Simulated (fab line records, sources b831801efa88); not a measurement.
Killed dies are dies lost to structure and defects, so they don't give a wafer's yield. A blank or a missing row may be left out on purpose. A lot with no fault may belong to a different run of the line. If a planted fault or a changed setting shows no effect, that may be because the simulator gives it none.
fab line records | flow sky130
[record] lots = 15 wafers = 45 lastDay = 51
route steps=708 shown FIELD_ISO@24 VT_ADJUST_LVTN@106 SONOS_ONO@182 POLY_CUT@316
lots that met no fault: from a run of the same line without faults
startH: hours from the record's first day to the start of the lot's first wafer shown | waitH: hours elapsed since this lot's preceding step | " repeats the value in the row above | L1.1+2: a row that stands for several wafers | - no value present, or no start provided | * or withheld: withheld | < > ~ a bound
route shown NAME@n: NAME is a module with steps in the file, n the number in the route of the first one | usual: mean/standard deviation taken from wafers without a fault | same: alike in all rows | chamber/n: place in a boat | sites: each site's reading | _std_site: standard deviation across them | _edge_site: inner sites' mean taken away from outer sites' mean | radiusMm: how far each site lies from the wafer's centre | mask NAME#n: copy n | behind: the tool/chamber that last shaped the wafer | hold: cause of the lot's hold/its duration in hours/its outcome | device: the n, p or np transistor that did not switch | end of line: tests run on the same wafers once the route is complete | a step with no rows: only its recipe | killed: the dies lost at the first sort to structure and to defects; this is not the yield of the wafer | map: dies across one wafer; x = killed, . = not, _ = none there
set.NAME: the setting that was run; set.NAME@STEP: the one run at that earlier step | model.NAME: the simulator's own value behind a step, which no gauge read
one table for each step of the route and one row for each wafer, over a sample of lots
services: from which hour (startH, from the record's first day; less than 0 if before it) a tool's chamber was out of use, for how many hours, and why
[[steps]]
[step SKY_FIELD_ISO_THK_MEAS_23]
[recipe] reads = SiO2_of_FIELD_ISO_OXIDATION_22
[usual] FIELD_ISO_OXIDATION_01_THK = 9.98/0.17
// columns lot.wafer tool chamber startH waitH FIELD_ISO_OXIDATION_01_THK[nm]
L835.2 filmMetro-04 - 33.71 0.0 10.17
L835.4 " - " " 10.30
L835.5 " - " " 10.11
L836.3 filmMetro-02 - 40.62 0.0 9.72
L836.5 " - " " 10.02
L836.6 " - " " 10.01
L838.1 filmMetro-02 - 49.23 0.0 10.14
L838.5 " - " " 9.97
L838.6 " - " " 10.00
L842.4 filmMetro-04 - 71.43 0.0 10.35
L842.5 " - " " 10.41
L842.6 " - " " 10.45
L844.1 filmMetro-02 - 80.08 0.0 10.04
L844.5 " - " " 9.91
L844.6 " - " " 10.13
L845.1 filmMetro-04 - 85.43 0.0 10.05
L845.3 " - " " 9.98
L845.4 " - " " 10.05
L846.1 filmMetro-04 - 89.08 0.0 10.15
L846.3 " - " " 10.00
L846.4 " - " " 9.99
L849.2 filmMetro-04 - 104.44 0.0 9.81
L849.4 " - " " 9.88
L849.6 " - " " 10.01
L850.1 filmMetro-04 - 110.37 0.0 9.87
L850.2 " - " " 9.91
L850.3 " - " " 9.80
L851.4 filmMetro-03 - 117.39 0.0 10.14
L851.5 " - " " 10.07
L851.6 " - " " 10.03
L852.2 filmMetro-02 - 122.55 0.0 9.55
L852.3 " - " " 9.79
L852.6 " - " " 9.68
L853.4 filmMetro-04 - 125.37 0.0 10.17
L853.5 " - " " 10.18
L853.6 " - " " 9.98
L855.3 filmMetro-04 - 134.71 0.0 9.93
L855.5 " - " " 9.79
L855.6 " - " " 10.05
L857.2 filmMetro-04 - 147.98 0.0 9.94
L857.4 " - " " 9.80
L857.5 " - " " 10.08
L858.2 filmMetro-02 - 153.51 0.0 10.40
L858.5 " - " " 10.40
L858.6 " - " " 10.25
[step SKY_VT_ADJUST_LVTN_STRIP_09]
[recipe] chemistry = O2/N2 powerW = 1400 pressureMtorr = 1500 platenTempC = withheld o2FlowSccm = 3000 n2FlowSccm = 300 overashFraction = 0.5
[usual] chamberPressureMTorr = 1500.1/2 drypumpMotorCurrentA = 5.81/0.22 oesProductAu = 0.722/0.0044 stripTimeToEndpointS = 36.96/0.12
// columns lot.wafer tool chamber startH waitH chamberPressureMTorr drypumpMotorCurrentA oesProductAu rfHoursCounterH stripTimeToEndpointS
L835.2 plasmaAsher-04 1 150.75 0.1 1500.7 5.77 0.719 3 36.78
L835.4 " 0 " " 1501.9 6.03 0.728 - 36.79
L835.5 " 1 " " 1495.5 5.78 0.722 - 36.87
L836.3 plasmaAsher-03 0 162.34 0.1 1499.9 5.88 0.718 - 36.96
L836.5 " 0 " " 1502.6 5.87 0.722 - 36.93
L836.6 " 1 " " 1504.0 5.21 0.721 - 36.81
L838.1 plasmaAsher-04 1 175.10 0.1 1502.7 5.77 0.727 6 36.87
L838.5 " 0 " " 1500.7 6.05 0.718 - 36.90
L838.6 " 1 " " 1501.0 5.77 0.717 - 36.93
L842.4 plasmaAsher-02 1 199.98 0.1 1499.5 5.76 0.725 - 37.10
L842.5 " 1 " " 1499.6 5.71 0.723 - 37.05
L842.6 " 0 " " 1499.5 5.97 0.726 - 37.04
L844.1 plasmaAsher-02 0 210.60 0.1 - - - - -
L844.5 " 0 " " - - - - -
L844.6 " 1 " " - - - - -
L845.1 plasmaAsher-02 1 216.84 0.1 - - - - -
L845.3 " 0 " " - - - - -
L845.4 " 1 " " - - - - -
L846.1 plasmaAsher-03 0 223.05 0.1 - - - - -
L846.3 " 1 " " - - - - -
L846.4 " 0 " " - - - - -
L849.2 plasmaAsher-02 1 240.10 0.1 1500.1 5.75 0.723 41 37.08
L849.4 " 1 " " 1500.2 5.72 0.718 - 36.94
L849.6 " 1 " " 1497.7 5.73 0.727 - 37.08
L850.1 plasmaAsher-02 1 248.75 0.1 1500.7 5.70 0.726 42 36.86
L850.2 " 0 " " 1500.2 5.94 0.728 42 36.87
L850.3 " 0 " " 1498.4 5.95 0.725 - 36.85
L851.4 plasmaAsher-04 0 255.44 0.1 1498.7 6.01 0.727 - 36.83
L851.5 " 1 " " 1501.1 5.77 0.723 - 36.83
L851.6 " 0 " " 1497.5 6.04 0.722 - 36.86
L852.2 plasmaAsher-04 0 263.30 0.1 1500.2 6.03 0.720 15 37.00
L852.3 " 1 " " 1502.1 5.78 0.721 - 37.18
L852.6 " 1 " " 1498.6 5.78 0.725 - 37.03
L853.4 plasmaAsher-04 0 264.04 0.1 1499.7 6.06 0.726 - 37.15
L853.5 " 0 " " 1498.7 6.07 0.734 - 37.19
L853.6 " 1 " " 1503.1 5.75 0.720 - 37.13
L855.3 plasmaAsher-02 1 278.13 0.1 1500.1 5.77 0.715 - 36.87
L855.5 " 1 " " 1499.8 5.76 0.718 - 36.99
L855.6 " 0 " " 1500.3 5.92 0.725 - 36.87
L857.2 plasmaAsher-02 0 294.34 0.1 1501.7 6.00 0.722 48 36.94
L857.4 " 0 " " 1501.9 5.95 0.717 - 36.85
L857.5 " 0 " " 1499.3 5.95 0.717 - 36.85
L858.2 plasmaAsher-04 0 300.70 0.1 1498.3 6.07 0.721 19 37.14
L858.5 " 1 " " 1499.5 5.75 0.727 - 37.13
L858.6 " 0 " " 1502.3 6.03 0.718 - 37.22
[step SKY_VT_ADJUST_LVTN_STRIP_20]
[recipe] chemistry = O2/N2 powerW = 1400 pressureMtorr = 1500 platenTempC = withheld o2FlowSccm = 3000 n2FlowSccm = 300 overashFraction = 0.5
[usual] chamberPressureMTorr = 1500.0/1.4 drypumpMotorCurrentA = 5.77/0.25 oesProductAu = 0.715/0.0046 stripTimeToEndpointS = 14.18/0.046
// columns lot.wafer tool chamber startH waitH chamberPressureMTorr drypumpMotorCurrentA oesProductAu rfHoursCounterH stripTimeToEndpointS
L835.2 plasmaAsher-04 1 171.95 0.1 1502.0 5.77 0.712 6 14.13
L835.4 " 0 " " 1499.8 6.03 0.717 - 14.17
L835.5 " 0 " " 1500.2 6.00 0.720 - 14.23
L836.3 plasmaAsher-03 0 184.93 0.1 1498.5 5.83 0.716 - 14.17
L836.5 " 1 " " 1498.7 5.21 0.718 - 14.11
L836.6 " 0 " " 1499.4 5.86 0.724 - 14.11
L838.1 plasmaAsher-02 0 198.30 0.1 1498.7 5.99 0.712 37 14.18
L838.5 " 0 " " 1501.2 5.95 0.716 - 14.16
L838.6 " 1 " " 1497.2 5.73 0.708 - 14.17
L842.4 plasmaAsher-02 0 223.89 0.1 1499.4 5.93 0.724 - 14.23
L842.5 " 1 " " 1499.2 5.69 0.719 - 14.25
L842.6 " 0 " " 1502.1 5.95 0.705 - 14.25
L844.1 plasmaAsher-03 0 234.34 0.1 1502.1 5.84 0.725 52 58.72
L844.5 " 0 " " 1502.1 5.85 0.727 - 58.63
L844.6 " 1 " " 1499.2 5.22 0.724 - 58.63
L845.1 plasmaAsher-04 1 240.09 0.1 1500.0 5.76 0.731 12 58.82
L845.3 " 0 " " 1498.8 6.04 0.724 - 58.82
L845.4 " 1 " " 1498.7 5.80 0.728 - 58.76
L846.1 plasmaAsher-02 1 246.50 0.1 1499.7 5.69 0.726 42 58.72
L846.3 " 1 " " 1498.9 5.71 0.729 - 58.73
L846.4 " 0 " " 1499.4 5.90 0.729 - 58.70
L849.2 plasmaAsher-02 0 263.65 0.1 1498.0 5.98 0.715 44 14.15
L849.4 " 0 " " 1499.2 5.97 0.713 - 14.22
L849.6 " 1 " " 1498.7 5.74 0.709 - 14.19
L850.1 plasmaAsher-02 1 272.65 0.1 1498.4 5.76 0.716 46 14.18
L850.2 " 0 " " 1499.3 5.96 0.713 46 14.18
L850.3 " 1 " " 1500.0 5.69 0.717 - 14.18
L851.4 plasmaAsher-02 0 279.98 0.1 1499.6 5.95 0.712 - 14.18
L851.5 " 1 " " 1500.5 5.75 0.718 - 14.15
L851.6 " 0 " " 1501.4 5.95 0.723 - 14.10
L852.2 plasmaAsher-03 0 288.35 0.1 1500.0 5.85 0.707 54 14.18
L852.3 " 1 " " 1500.4 5.22 0.718 - 14.24
L852.6 " 0 " " 1500.9 5.83 0.717 - 14.16
L853.4 plasmaAsher-04 1 289.38 0.1 1503.1 5.75 0.709 - 14.16
L853.5 " 1 " " 1499.7 5.80 0.715 - 14.15
L853.6 " 0 " " 1498.8 6.03 0.722 - 14.19
L855.3 plasmaAsher-02 0 302.93 0.1 1501.7 6.00 0.715 - 14.16
L855.5 " 0 " " 1500.1 5.94 0.718 - 14.11
L855.6 " 1 " " 1497.6 5.73 0.722 - 14.14
L857.2 plasmaAsher-04 0 320.80 0.1 1499.8 6.00 0.711 21 14.20
L857.4 " 0 " " 1498.5 6.02 0.718 - 14.18
L857.5 " 1 " " 1499.9 5.76 0.711 - 14.15
L858.2 plasmaAsher-03 0 327.30 0.1 1500.4 5.84 0.718 57 14.24
L858.5 " 1 " " 1501.5 5.19 0.720 - 14.23
L858.6 " 0 " " 1499.4 5.82 0.723 - 14.30
[step SKY_VT_ADJUST_LVTN_TW_MEAS_21]
[usual] VT_ADJUST_LVTN_2_TW = 187.2/1.4
// columns lot.wafer tool chamber startH waitH VT_ADJUST_LVTN_2_TW
L835.2 filmMetro-04 - 172.06 0.1 187.8
L835.4 " - " " 188.0
L835.5 " - " " 187.0
L836.3 filmMetro-03 - 185.01 0.1 187.3
L836.5 " - " " 186.8
L836.6 " - " " 187.3
L838.1 filmMetro-03 - 198.40 0.1 186.3
L838.5 " - " " 185.7
L838.6 " - " " 185.1
L842.4 filmMetro-01 - 223.98 0.1 186.4
L842.5 " - " " 186.8
L842.6 " - " " 186.3
L844.1 filmMetro-04 - 234.44 0.1 30.2
L844.5 " - " " 30.0
L844.6 " - " " 30.1
L845.1 filmMetro-01 - 240.19 0.1 29.7
L845.3 " - " " 29.6
L845.4 " - " " 29.7
L846.1 filmMetro-03 - 246.60 0.1 29.6
L846.3 " - " " 29.6
L846.4 " - " " 29.7
L849.2 filmMetro-01 - 263.76 0.1 186.1
L849.4 " - " " 184.9
L849.6 " - " " 185.9
L850.1 filmMetro-04 - 272.75 0.1 188.4
L850.2 " - " " 188.7
L850.3 " - " " 188.8
L851.4 filmMetro-03 - 280.07 0.1 185.7
L851.5 " - " " 186.8
L851.6 " - " " 186.7
L852.2 filmMetro-03 - 288.46 0.1 186.6
L852.3 " - " " 186.1
L852.6 " - " " 186.4
L853.4 filmMetro-03 - 289.47 0.1 186.2
L853.5 " - " " 186.3
L853.6 " - " " 186.3
L855.3 filmMetro-04 - 303.01 0.1 189.3
L855.5 " - " " 188.8
L855.6 " - " " 188.5
L857.2 filmMetro-03 - 320.91 0.1 187.1
L857.4 " - " " 187.7
L857.5 " - " " 188.0
L858.2 filmMetro-03 - 327.41 0.1 188.9
L858.5 " - " " 188.3
L858.6 " - " " 188.1
[step SKY_SONOS_ONO_OVL_MEAS_14]
[usual] SONOS_ONO_OVL = 0.2/1.2
// columns lot.wafer tool chamber startH waitH SONOS_ONO_OVL[nm]
L835.2 overlay-02 - 297.69 0.1 1.1
L835.4 " - " " 1.3
L835.5 " - " " 2.9
L836.3 overlay-02 - 309.20 0.1 1.1
L836.5 " - " " 0.2
L836.6 " - " " 0.7
L838.1 overlay-02 - 324.68 0.1 0.8
L838.5 " - " " 1.9
L838.6 " - " " 2.0
L842.4 overlay-02 - 359.50 0.1 0.3
L842.5 " - " " 0.8
L842.6 " - " " 0.2
L844.1 overlay-01 - 366.73 0.1 0.2
L844.5 " - " " 0.9
L844.6 " - " " 1.9
L845.1 overlay-02 - 374.41 0.1 0.0
L845.3 " - " " -0.9
L845.4 " - " " 1.0
L846.1 overlay-01 - 390.93 0.1 0.1
L846.3 " - " " 1.3
L846.4 " - " " 2.0
L849.2 overlay-02 - 403.34 0.1 -2.1
L849.4 " - " " -3.1
L849.6 " - " " -1.9
L850.1 overlay-02 - 423.26 0.1 -0.6
L850.2 " - " " 0.5
L850.3 " - " " -0.5
L851.4 overlay-02 - 424.18 0.1 0.5
L851.5 " - " " -1.0
L851.6 " - " " 0.0
L852.2 overlay-02 - 433.62 0.1 1.8
L852.3 " - " " 1.1
L852.6 " - " " 0.6
L853.4 overlay-02 - 433.93 0.1 0.3
L853.5 " - " " 0.8
L853.6 " - " " 1.3
L855.3 overlay-01 - 454.85 0.1 0.6
L855.5 " - " " 0.8
L855.6 " - " " 0.2
L857.2 overlay-01 - 475.62 0.1 -1.9
L857.4 " - " " -2.1
L857.5 " - " " 0.7
L858.2 overlay-02 - 485.67 0.1 -0.3
L858.5 " - " " 0.0
L858.6 " - " " 0.0
[step SKY_POLY_CUT_OVL_MEAS_09]
[usual] POLY_CUT_OVL = -1/5.4
// columns lot.wafer tool chamber startH waitH POLY_CUT_OVL[nm]
L835.2 overlay-02 - 585.14 0.1 -2
L835.4 " - " " -6
L835.5 " - " " -9
L836.3 overlay-01 - 588.82 0.1 -10
L836.5 " - " " -6
L836.6 " - " " -4
L838.1 overlay-02 - 615.13 0.1 3
L838.5 " - " " 3
L838.6 " - " " 6
L842.4 overlay-01 - 650.46 0.1 -5
L842.5 " - " " -8
L842.6 " - " " -6
L844.1 overlay-01 - 656.68 0.1 2
L844.5 " - " " 3
L844.6 " - " " 2
L845.1 overlay-02 - 663.03 0.1 0
L845.3 " - " " 2
L845.4 " - " " 0
L846.1 overlay-01 - 680.73 0.1 -5
L846.3 " - " " -6
L846.4 " - " " 1
L849.2 overlay-01 - 691.89 0.1 -5
L849.4 " - " " -5
L849.6 " - " " -1
L850.1 overlay-01 - 708.43 0.1 1
L850.2 " - " " 2
L850.3 " - " " 3
L851.4 overlay-01 - 711.35 0.1 1
L851.5 " - " " -3
L851.6 " - " " 1
L852.2 overlay-01 - 718.69 0.1 -10
L852.3 " - " " -6
L852.6 " - " " -11
L853.4 overlay-01 - 719.95 0.1 -3
L853.5 " - " " 11
L853.6 " - " " 3
L855.3 overlay-01 - 741.80 0.1 -1
L855.5 " - " " 4
L855.6 " - " " -1
L857.2 overlay-01 - 757.39 0.1 2
L857.4 " - " " 5
L857.5 " - " " -1
L858.2 overlay-02 - 767.22 0.1 -10
L858.5 " - " " 4
L858.6 " - " " -4
[[services]]
// columns tool chamber startH hours kind
plasmaAsher-04 - 131.69 2.8 pm
plasmaAsher-02 - 148.19 15.6 pm
plasmaAsher-04 - 182.24 1.1 repair
plasmaAsher-03 - 235.27 34.7 repair
[[key]]
[firstSign] step = SKY_VT_ADJUST_LVTN_STRIP_09 reading = toolRecord direction = missing
[effect] step = SKY_VT_ADJUST_LVTN_STRIP_20 reading = stripTimeToEndpointS direction = up sigmas = 99+ usual = * struck = *
[effect] step = SKY_VT_ADJUST_LVTN_TW_MEAS_21 reading = VT_ADJUST_LVTN_2_TW direction = down sigmas = 99+ usual = 187.2 struck = 29.8
metAt SKY_VT_ADJUST_LVTN_STRIP_09
struckLots L844,L845,L846
sortLeftOut L844.1,L844.5,L844.6,L845.1,L845.3,L845.4,L846.1,L846.3,L846.4
testerLeftOut L844,L845,L846
notActingAt SKY_FIELD_ISO_THK_MEAS_23,SKY_SONOS_ONO_OVL_MEAS_14,SKY_POLY_CUT_OVL_MEAS_09
onsetBetween 199.98 210.60
[fault] kind = skippedStepWhole tool = plasmaAsher-02,plasmaAsher-03 chamber = - onsetH = 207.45 steps = SKY_VT_ADJUST_LVTN_STRIP_09 scope = struckLotsOnly
// testerLeftOut: of these lots the tester's yield and bins aren't shown, on N5 and GAA mostly nor the transistor test; their killed dies are dies lost to structure and defects alone, not to doping, threshold or leakage, so they don't give the yield
// sortLeftOut: the simulated sort isn't trusted on such a fault, so these wafers' sort isn't shown, and their yield isn't known
